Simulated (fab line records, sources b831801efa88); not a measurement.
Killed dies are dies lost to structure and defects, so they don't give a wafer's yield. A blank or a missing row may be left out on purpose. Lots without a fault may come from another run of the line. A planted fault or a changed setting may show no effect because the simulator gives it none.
fab line records | flow sky130
record lots=24 wafers=72 last_day=50
route steps=708 shown NWELL@78 LOCAL_INTERCONNECT@387 CONTACT@429 METAL2@487
lots that met no fault: from a run of the same line without faults
start_h: hours from the record's first day to the start of the lot's first wafer shown | wait_h: hours since the lot's step before | " the same as in the row above | L1.1+2: a row that stands for several wafers | - no value, or no start given | * or withheld: withheld | < > ~ a bound
route shown NAME@n: a module of which the file shows steps, and the number in the route of the first | usual: mean/standard deviation of fault-free wafers | same: alike in all rows | chamber/n: place in a boat | sites: the reading at each site | _std_site: their standard deviation | _edge_site: outer sites' mean less inner sites' | radius_mm: how far each site lies from the wafer's centre | mask NAME#n: copy n | behind: the tool/chamber that last shaped the wafer | hold: why the lot was held/for how many hours/how that ended | device: the transistor (n, p or np) that didn't switch | end of line: the same wafers' tests at the end of the route | a step without rows: its recipe alone | killed: dies lost to structure and defects at the first sort, not the wafer's yield | map: a wafer's dies, x killed, . not, _ none there
set.NAME: the setting as run; set.NAME@STEP: as run at that earlier step | model.NAME: the simulator's own value behind a step, which no gauge read
steps of the route over a sample of lots; a table a step, a row a wafer
services: from which hour (start_h, from the record's first day; less than 0 if before it) a tool's chamber was out of use, for how many hours, and why
## steps
# step SKY_NWELL_STRIP_25
# recipe chemistry=O2/N2 power_w=1400 pressure_mtorr=1500 platen_temp_c=withheld o2_flow_sccm=3000 n2_flow_sccm=300 overash_fraction=0.5
# usual drypump_motor_current_A=5.5/0.53 oes_product_au=0.722/0.0043 strip_time_to_endpoint_s=36.93/0.078
# columns lot.wafer tool chamber start_h wait_h drypump_motor_current_A oes_product_au rf_hours_counter_h strip_time_to_endpoint_s
L074.1 plasma_asher-04 0 108.56 0.1 5.6 0.731 28 36.95
L074.4 " 0 " " 5.7 0.723 - 37.05
L074.6 " 1 " " 5.2 0.723 - 36.91
L075.3 plasma_asher-01 0 109.30 0.1 4.9 0.718 - 36.99
L075.5 " 0 " " 4.9 0.724 - 36.91
L075.6 " 1 " " 5.6 0.721 - 36.90
L076.4 plasma_asher-02 1 115.09 0.1 5.3 0.720 - 36.93
L076.5 " 1 " " 5.3 0.719 - 36.96
L076.6 " 0 " " 6.7 0.715 - 37.07
L077.1 plasma_asher-01 1 121.46 0.1 5.6 0.716 47 36.90
L077.4 " 0 " " 4.9 0.724 - 36.82
L077.6 " 0 " " 4.9 0.721 - 36.88
L078.2 plasma_asher-04 0 127.71 0.1 5.6 0.722 30 36.95
L078.5 " 1 " " 5.2 0.722 - 37.00
L078.6 " 0 " " 5.7 0.727 - 36.98
L079.2 plasma_asher-01 0 130.76 0.1 4.9 0.724 48 36.89
L079.3 " 1 " " 5.7 0.728 - 36.96
L079.4 " 0 " " 5.0 0.720 - 36.99
L080.1 plasma_asher-01 1 138.76 0.1 5.7 0.718 49 36.86
L080.3 " 1 " " 5.6 0.724 - 36.86
L080.5 " 0 " " 4.9 0.736 - 36.96
L081.1 plasma_asher-04 1 147.36 0.1 5.1 0.715 31 36.93
L081.4 " 0 " " 5.7 0.723 - 37.07
L081.5 " 1 " " 5.1 0.724 - 36.91
L082.1 plasma_asher-02 1 158.86 0.1 5.3 0.724 41 36.98
L082.5 " 0 " " 6.8 0.717 - 37.01
L082.6 " 1 " " 5.3 0.723 - 37.05
L084.2 plasma_asher-01 0 161.51 0.1 4.9 0.719 51 36.92
L084.5 " 1 " " 5.6 0.725 - 36.89
L084.6 " 0 " " 4.9 0.725 - 36.90
L083.1 plasma_asher-02 1 162.07 0.1 5.3 0.723 41 36.93
L083.3 " 1 " " 5.3 0.720 - 37.03
L083.6 " 0 " " 6.8 0.724 - 36.94
L085.1 plasma_asher-04 0 166.71 0.1 5.6 0.720 33 36.83
L085.4 " 1 " " 5.2 0.717 - 36.76
L085.6 " 1 " " 5.1 0.717 - 36.76
L086.4 plasma_asher-04 0 177.25 0.1 5.7 0.723 - 36.87
L086.5 " 0 " " 5.7 0.727 - 36.88
L086.6 " 1 " " 5.1 0.725 - 36.98
L087.1 plasma_asher-02 0 183.46 0.1 6.8 0.721 42 36.99
L087.2 " 1 " " 5.3 0.717 42 36.96
L087.6 " 0 " " 6.8 0.716 - 36.96
L088.2 plasma_asher-01 1 194.12 0.1 5.7 0.726 55 36.94
L088.5 " 0 " " 4.9 0.723 - 36.84
L088.6 " 1 " " 5.6 0.723 - 36.86
L089.3 plasma_asher-01 0 198.39 0.1 4.9 0.724 - 36.98
L089.4 " 1 " " 5.6 0.718 - 36.88
L089.6 " 0 " " 4.9 0.726 - 36.93
L090.1 plasma_asher-01 0 204.36 0.1 4.9 0.727 56 36.86
L090.2 " 1 " " 5.6 0.722 56 36.82
L090.4 " 1 " " 5.7 0.719 - 36.88
L091.4 plasma_asher-04 0 208.60 0.1 5.6 0.728 - 36.85
L091.5 " 1 " " 5.1 0.713 - 36.90
L091.6 " 0 " " 5.6 0.724 - 36.97
L092.2 plasma_asher-02 1 215.06 0.1 5.3 0.715 46 36.97
L092.5 " 0 " " 6.8 0.730 - 36.87
L092.6 " 1 " " 5.3 0.720 - 36.98
L093.1 plasma_asher-01 1 221.41 0.1 5.7 0.724 58 37.01
L093.4 " 1 " " 5.6 0.716 - 36.91
L093.5 " 1 " " 5.7 0.720 - 36.93
L094.1 plasma_asher-01 1 231.56 0.1 5.6 0.718 59 36.99
L094.3 " 0 " " 4.9 0.721 - 36.95
L094.6 " 0 " " 4.9 0.717 - 36.87
L095.1 plasma_asher-01 1 237.82 0.1 5.6 0.719 59 37.01
L095.3 " 1 " " 5.6 0.718 - 36.99
L095.5 " 0 " " 4.9 0.719 - 37.05
L096.2 plasma_asher-04 0 241.47 0.1 5.6 0.716 39 37.06
L096.4 " 0 " " 5.6 0.720 - 37.00
L096.6 " 1 " " 5.2 0.721 - 37.10
L097.2 plasma_asher-01 1 243.07 0.1 5.6 0.723 60 37.00
L097.3 " 1 " " 5.6 0.729 - 36.92
L097.6 " 1 " " 5.6 0.716 - 37.00
# step SKY_LOCAL_INTERCONNECT_SPUTTER_00
# recipe material=TiN target_thk_nm=100 temp_c=300 power_w=6754 time_s=83.3 chamber_pressure_pa=0.4
# usual throttle_valve_pct=30.2/0.67
# columns lot.wafer tool chamber start_h wait_h throttle_valve_pct
L074.1 pvd_sputter-02 - 679.80 0.2 30.3
L074.4 " - " " 29.9
L074.6 " - " " 31.0
L075.3 pvd_sputter-03 - 683.22 0.1 31.0
L075.5 " - " " 30.0
L075.6 " - " " 30.9
L076.4 pvd_sputter-02 - 706.98 0.1 30.9
L076.5 " - " " 30.2
L076.6 " - " " 31.1
L077.1 pvd_sputter-04 - 708.65 0.2 29.6
L077.4 " - " " 29.6
L077.6 " - " " 29.3
L079.2 pvd_sputter-02 - 708.70 0.2 30.9
L079.3 " - " " 29.8
L079.4 " - " " 31.0
L078.2 pvd_sputter-02 - 710.78 0.2 30.8
L078.5 " - " " 29.8
L078.6 " - " " 31.1
L080.1 pvd_sputter-03 - 735.52 0.1 29.6
L080.3 " - " " 30.1
L080.5 " - " " 31.2
L081.1 pvd_sputter-04 - 740.40 0.1 29.4
L081.4 " - " " 28.7
L081.5 " - " " 29.2
L082.1 pvd_sputter-02 - 748.62 0.2 30.4
L082.5 " - " " 30.0
L082.6 " - " " 30.8
L083.1 pvd_sputter-03 - 749.17 0.2 31.2
L083.3 " - " " 30.7
L083.6 " - " " 29.6
L085.1 pvd_sputter-04 - 751.21 0.1 29.3
L085.4 " - " " 30.0
L085.6 " - " " 29.6
L084.2 pvd_sputter-04 - 762.40 0.1 29.3
L084.5 " - " " 29.6
L084.6 " - " " 29.7
L086.4 pvd_sputter-02 - 780.50 0.1 29.4
L086.5 " - " " 30.2
L086.6 " - " " 31.0
L087.1 pvd_sputter-03 - 786.91 0.1 30.0
L087.2 " - " " 30.9
L087.6 " - " " 31.2
L088.2 pvd_sputter-04 - 803.29 0.2 29.6
L088.5 " - " " 29.6
L088.6 " - " " 28.8
L090.1 pvd_sputter-02 - 807.79 0.1 30.1
L090.2 " - " " 30.8
L090.4 " - " " 30.0
L089.3 pvd_sputter-04 - 808.20 0.2 28.6
L089.4 " - " " 29.8
L089.6 " - " " 29.8
L091.4 pvd_sputter-03 - 811.29 0.1 31.1
L091.5 " - " " 31.1
L091.6 " - " " 29.6
L092.2 pvd_sputter-02 - 814.60 0.2 30.3
L092.5 " - " " 30.2
L092.6 " - " " 30.8
L093.1 pvd_sputter-02 - 841.00 0.1 30.1
L093.4 " - " " 29.9
L093.5 " - " " 30.1
L094.1 pvd_sputter-02 - 845.41 0.1 30.9
L094.3 " - " " 30.0
L094.6 " - " " 30.1
L095.1 pvd_sputter-04 - 846.66 0.1 28.6
L095.3 " - " " 29.6
L095.5 " - " " 28.8
L096.2 pvd_sputter-03 - 850.15 0.1 31.2
L096.4 " - " " 29.7
L096.6 " - " " 31.0
L097.2 pvd_sputter-02 - 851.42 0.2 30.0
L097.3 " - " " 31.0
L097.6 " - " " 30.9
# step SKY_LOCAL_INTERCONNECT_OVL_MEAS_12
# usual LOCAL_INTERCONNECT_OVL=3/5.6
# columns lot.wafer tool chamber start_h wait_h LOCAL_INTERCONNECT_OVL[nm]
L074.1 overlay-01 - 707.01 1.8 5
L074.4 " - " " 13
L074.6 " - " " 8
L075.3 overlay-01 - 707.24 0.5 9
L075.5 " - " " 16
L075.6 " - " " 8
L076.4 overlay-02 - 727.66 0.1 1
L076.5 " - " " 4
L076.6 " - " " 2
L077.1 overlay-02 - 731.80 0.1 -1
L077.4 " - " " 5
L077.6 " - " " 1
L079.2 overlay-02 - 732.29 0.1 5
L079.3 " - " " -2
L079.4 " - " " 6
L078.2 overlay-02 - 736.25 0.1 2
L078.5 " - " " -2
L078.6 " - " " 4
L080.1 overlay-01 - 763.30 0.1 2
L080.3 " - " " -2
L080.5 " - " " 1
L081.1 overlay-01 - 767.64 0.1 10
L081.4 " - " " 6
L081.5 " - " " 7
L082.1 overlay-02 - 775.09 0.1 2
L082.5 " - " " -7
L082.6 " - " " -5
L083.1 overlay-01 - 775.44 0.1 8
L083.3 " - " " 6
L083.6 " - " " 6
L085.1 overlay-01 - 777.09 0.1 0
L085.4 " - " " -3
L085.6 " - " " 1
L084.2 overlay-01 - 788.59 0.1 -6
L084.5 " - " " -3
L084.6 " - " " -8
L086.4 overlay-02 - 806.86 0.1 7
L086.5 " - " " 3
L086.6 " - " " 9
L087.1 overlay-02 - 813.59 0.1 3
L087.2 " - " " 8
L087.6 " - " " 7
L088.2 overlay-01 - 829.99 0.1 8
L088.5 " - " " 7
L088.6 " - " " 5
L090.1 overlay-02 - 834.10 0.1 1
L090.2 " - " " 5
L090.4 " - " " 2
L089.3 overlay-01 - 835.55 0.1 7
L089.4 " - " " 3
L089.6 " - " " 6
L091.4 overlay-02 - 837.26 0.1 -12
L091.5 " - " " -3
L091.6 " - " " -7
L092.2 overlay-02 - 841.00 0.1 2
L092.5 " - " " 2
L092.6 " - " " 5
L093.1 overlay-01 - 866.84 0.1 -6
L093.4 " - " " -2
L093.5 " - " " -6
L094.1 overlay-01 - 871.39 0.1 -2
L094.3 " - " " -4
L094.6 " - " " -8
L095.1 overlay-01 - 872.39 0.1 5
L095.3 " - " " 3
L095.5 " - " " 4
L096.2 overlay-02 - 876.36 0.1 -1
L096.4 " - " " -4
L096.6 " - " " 5
L097.2 overlay-01 - 877.80 0.1 9
L097.3 " - " " 9
L097.6 " - " " 14
# step SKY_CONTACT_SPUTTER_23
# recipe material=TiN target_thk_nm=20 chamber_pressure_pa=5 power_w=4000 time_s=80
# usual throttle_valve_pct=30.3/1.2
# columns lot.wafer tool chamber start_h wait_h throttle_valve_pct
L074.1 pvd_sputter-01 - 738.34 0.0 30.1
L074.4 " - " " 30.5
L074.6 " - " " 29.9
L075.3 pvd_sputter-01 - 739.45 0.0 32.0
L075.5 " - " " 30.4
L075.6 " - " " 32.0
L076.4 pvd_sputter-02 - 757.31 0.0 31.0
L076.5 " - " " 30.9
L076.6 " - " " 29.8
L077.1 pvd_sputter-03 - 761.80 0.0 31.2
L077.4 " - " " 29.8
L077.6 " - " " 31.2
L079.2 pvd_sputter-01 - 761.90 0.0 32.0
L079.3 " - " " 30.5
L079.4 " - " " 26.9
L078.2 pvd_sputter-01 - 765.56 0.0 32.1
L078.5 " - " " 32.1
L078.6 " - " " 27.0
L080.1 pvd_sputter-02 - 791.88 0.0 30.7
L080.3 " - " " 29.8
L080.5 " - " " 31.0
L081.1 pvd_sputter-02 - 796.48 0.0 31.0
L081.4 " - " " 30.1
L081.5 " - " " 29.8
L082.1 pvd_sputter-02 - 804.04 0.0 30.8
L082.5 " - " " 30.0
L082.6 " - " " 30.8
L083.1 pvd_sputter-03 - 804.36 0.0 30.9
L083.3 " - " " 31.2
L083.6 " - " " 30.0
L085.1 pvd_sputter-03 - 805.80 0.0 30.8
L085.4 " - " " 31.1
L085.6 " - " " 31.1
L084.2 pvd_sputter-01 - 817.13 0.0 27.3
L084.5 " - " " 30.4
L084.6 " - " " 31.7
L086.4 pvd_sputter-02 - 835.69 0.0 30.4
L086.5 " - " " 30.9
L086.6 " - " " 30.2
L087.1 pvd_sputter-01 - 842.21 0.0 27.1
L087.2 " - " " 30.5
L087.6 " - " " 27.3
L088.2 pvd_sputter-03 - 857.73 0.0 30.8
L088.5 " - " " 29.6
L088.6 " - " " 31.0
L090.1 pvd_sputter-03 - 861.60 0.0 31.1
L090.2 " - " " 30.4
L090.4 " - " " 31.0
L089.3 pvd_sputter-02 - 863.11 0.0 30.5
L089.4 " - " " 30.4
L089.6 " - " " 31.0
L091.4 pvd_sputter-01 - 865.18 0.0 27.6
L091.5 " - " " 30.0
L091.6 " - " " 30.3
L092.2 pvd_sputter-03 - 869.22 0.0 30.0
L092.5 " - " " 30.1
L092.6 " - " " 31.0
L093.1 pvd_sputter-01 - 894.89 0.0 27.0
L093.4 " - " " 32.0
L093.5 " - " " 27.2
L094.1 pvd_sputter-01 - 898.65 0.0 29.9
L094.3 " - " " 27.0
L094.6 " - " " 32.0
L095.1 pvd_sputter-03 - 899.54 0.0 29.7
L095.3 " - " " 30.9
L095.5 " - " " 30.9
L096.2 pvd_sputter-02 - 902.54 0.0 30.4
L096.4 " - " " 29.9
L096.6 " - " " 29.9
L097.2 pvd_sputter-03 - 905.90 0.0 29.9
L097.3 " - " " 31.0
L097.6 " - " " 29.7
# step SKY_CONTACT_CVD_24
# recipe material=W target_thk_nm=340 time_s=102.12 temp_c=400 pressure_torr=40
# usual heater_power_w=852/25
# columns lot.wafer tool chamber start_h wait_h heater_power_w
L074.1 cvd_w-01 1 738.40 0.0 881
L074.4 " 0 " " 835
L074.6 " 0 " " 841
L075.3 cvd_w-02 0 739.55 0.1 867
L075.5 " 0 " " 858
L075.6 " 1 " " 820
L076.4 cvd_w-02 1 757.41 0.1 842
L076.5 " 1 " " 815
L076.6 " 0 " " 854
L077.1 cvd_w-02 0 761.86 0.0 861
L077.4 " 0 " " 863
L077.6 " 1 " " 836
L079.2 cvd_w-01 0 761.96 0.0 833
L079.3 " 0 " " 814
L079.4 " 1 " " 882
L078.2 cvd_w-01 1 765.62 0.0 885
L078.5 " 0 " " 813
L078.6 " 1 " " 870
L080.1 cvd_w-01 1 791.94 0.0 891
L080.3 " 1 " " 884
L080.5 " 0 " " 825
L081.1 cvd_w-01 1 796.54 0.0 904
L081.4 " 1 " " 879
L081.5 " 0 " " 846
L082.1 cvd_w-02 0 804.10 0.0 854
L082.5 " 1 " " 832
L082.6 " 0 " " 864
L083.1 cvd_w-01 1 804.42 0.0 889
L083.3 " 1 " " 904
L083.6 " 0 " " 833
L085.1 cvd_w-02 0 805.86 0.0 862
L085.4 " 0 " " 865
L085.6 " 1 " " 828
L084.2 cvd_w-02 0 817.20 0.0 852
L084.5 " 1 " " 817
L084.6 " 0 " " 852
L086.4 cvd_w-02 1 835.79 0.1 833
L086.5 " 1 " " 842
L086.6 " 0 " " 862
L087.1 cvd_w-02 1 842.27 0.0 821
L087.2 " 0 " " 869
L087.6 " 1 " " 841
L088.2 cvd_w-01 0 857.79 0.0 811
L088.5 " 1 " " 877
L088.6 " 0 " " 860
L090.1 cvd_w-01 0 861.66 0.0 829
L090.2 " 1 " " 885
L090.4 " 0 " " 844
L089.3 cvd_w-02 1 863.21 0.1 832
L089.4 " 0 " " 868
L089.6 " 1 " " 822
L091.4 cvd_w-02 0 865.28 0.1 868
L091.5 " 1 " " 814
L091.6 " 0 " " 889
L092.2 cvd_w-01 0 869.28 0.0 832
L092.5 " 1 " " 896
L092.6 " 0 " " 843
L093.1 cvd_w-01 0 894.95 0.0 824
L093.4 " 1 " " 880
L093.5 " 1 " " 877
L094.1 cvd_w-01 1 898.71 0.0 887
L094.3 " 0 " " 843
L094.6 " 1 " " 880
L095.1 cvd_w-02 0 899.60 0.0 878
L095.3 " 1 " " 854
L095.5 " 1 " " 825
L096.2 cvd_w-02 1 902.60 0.0 810
L096.4 " 1 " " 826
L096.6 " 1 " " 845
L097.2 cvd_w-02 0 905.96 0.0 856
L097.3 " 0 " " 874
L097.6 " 1 " " 805
# step SKY_METAL2_SPUTTER_04
# recipe material=TiN target_thk_nm=70 power_w=6500 time_s=58.3 chamber_pressure_pa=0.4
# usual throttle_valve_pct=30.2/0.74
# columns lot.wafer tool chamber start_h wait_h throttle_valve_pct
L074.1 pvd_sputter-02 - 795.45 0.0 31.1
L074.4 " - " " 29.9
L074.6 " - " " 30.1
L075.3 pvd_sputter-04 - 796.78 0.0 29.7
L075.5 " - " " 29.5
L075.6 " - " " 28.6
L076.4 pvd_sputter-03 - 815.19 0.0 30.9
L076.5 " - " " 31.2
L076.6 " - " " 29.7
L077.1 pvd_sputter-04 - 818.54 0.0 29.3
L077.4 " - " " 29.7
L077.6 " - " " 28.8
L079.2 pvd_sputter-02 - 819.15 0.0 30.9
L079.3 " - " " 30.2
L079.4 " - " " 30.0
L078.2 pvd_sputter-04 - 824.36 0.0 29.0
L078.5 " - " " 29.5
L078.6 " - " " 28.8
L080.1 pvd_sputter-03 - 848.73 0.0 31.2
L080.3 " - " " 31.2
L080.5 " - " " 31.0
L081.1 pvd_sputter-03 - 853.63 0.0 30.8
L081.4 " - " " 30.2
L081.5 " - " " 31.3
L082.1 pvd_sputter-04 - 859.83 0.0 30.2
L082.5 " - " " 30.8
L082.6 " - " " 28.9
L083.1 pvd_sputter-02 - 860.49 0.0 30.4
L083.3 " - " " 30.6
L083.6 " - " " 30.9
L085.1 pvd_sputter-04 - 861.39 0.0 29.3
L085.4 " - " " 28.6
L085.6 " - " " 29.4
L084.2 pvd_sputter-04 - 873.49 0.0 30.6
L084.5 " - " " 28.6
L084.6 " - " " 29.6
L086.4 pvd_sputter-02 - 891.12 0.0 29.8
L086.5 " - " " 30.8
L086.6 " - " " 30.2
L087.1 pvd_sputter-02 - 897.59 0.0 30.8
L087.2 " - " " 31.0
L087.6 " - " " 30.8
L088.2 pvd_sputter-02 - 910.64 0.0 31.0
L088.5 " - " " 29.8
L088.6 " - " " 30.8
L090.1 pvd_sputter-03 - 914.26 0.0 30.3
L090.2 " - " " 31.0
L090.4 " - " " 29.8
L089.3 pvd_sputter-03 - 916.19 0.0 31.2
L089.4 " - " " 30.0
L089.6 " - " " 31.1
L091.4 pvd_sputter-02 - 920.10 0.0 31.2
L091.5 " - " " 30.6
L091.6 " - " " 29.8
L092.2 pvd_sputter-02 - 923.23 0.0 29.8
L092.5 " - " " 30.0
L092.6 " - " " 30.7
L093.1 pvd_sputter-03 - 948.33 0.0 29.9
L093.4 " - " " 31.3
L093.5 " - " " 30.3
L095.1 pvd_sputter-03 - 951.88 0.0 31.1
L095.3 " - " " 29.7
L095.5 " - " " 30.0
L094.1 pvd_sputter-04 - 952.18 0.0 29.3
L094.3 " - " " 29.7
L094.6 " - " " 29.5
L096.2 pvd_sputter-04 - 956.18 0.0 28.7
L096.4 " - " " 29.3
L096.6 " - " " 30.6
L097.2 pvd_sputter-03 - 958.25 0.0 30.0
L097.3 " - " " 31.2
L097.6 " - " " 30.6
## services
# columns tool chamber start_h hours kind
pvd_sputter-04 - 98.06 3.6 repair
pvd_sputter-03 - 245.86 2.1 repair
pvd_sputter-03 - 299.62 1.8 repair
pvd_sputter-03 - 308.08 40.2 repair
pvd_sputter-04 - 331.57 0.5 repair
pvd_sputter-04 - 412.52 0.7 repair
pvd_sputter-04 - 414.46 2.9 repair
pvd_sputter-03 - 458.31 1.8 repair
pvd_sputter-04 - 471.21 0.5 repair
pvd_sputter-03 - 475.31 4.5 repair
pvd_sputter-02 - 587.15 2.2 repair
pvd_sputter-04 - 602.70 2.9 repair
pvd_sputter-03 - 654.03 0.5 repair
pvd_sputter-03 - 679.70 0.8 repair
pvd_sputter-03 - 702.76 2.5 repair
pvd_sputter-03 - 706.49 3.1 repair
pvd_sputter-02 - 718.01 0.6 repair
pvd_sputter-02 - 805.55 1.1 repair
pvd_sputter-03 - 838.63 10.0 repair
pvd_sputter-02 - 878.85 3.7 repair
pvd_sputter-04 - 886.72 13.6 repair
pvd_sputter-03 - 894.37 1.4 repair
pvd_sputter-03 - 895.22 1.1 repair
pvd_sputter-02 - 942.10 84.7 repair
## key
fault none
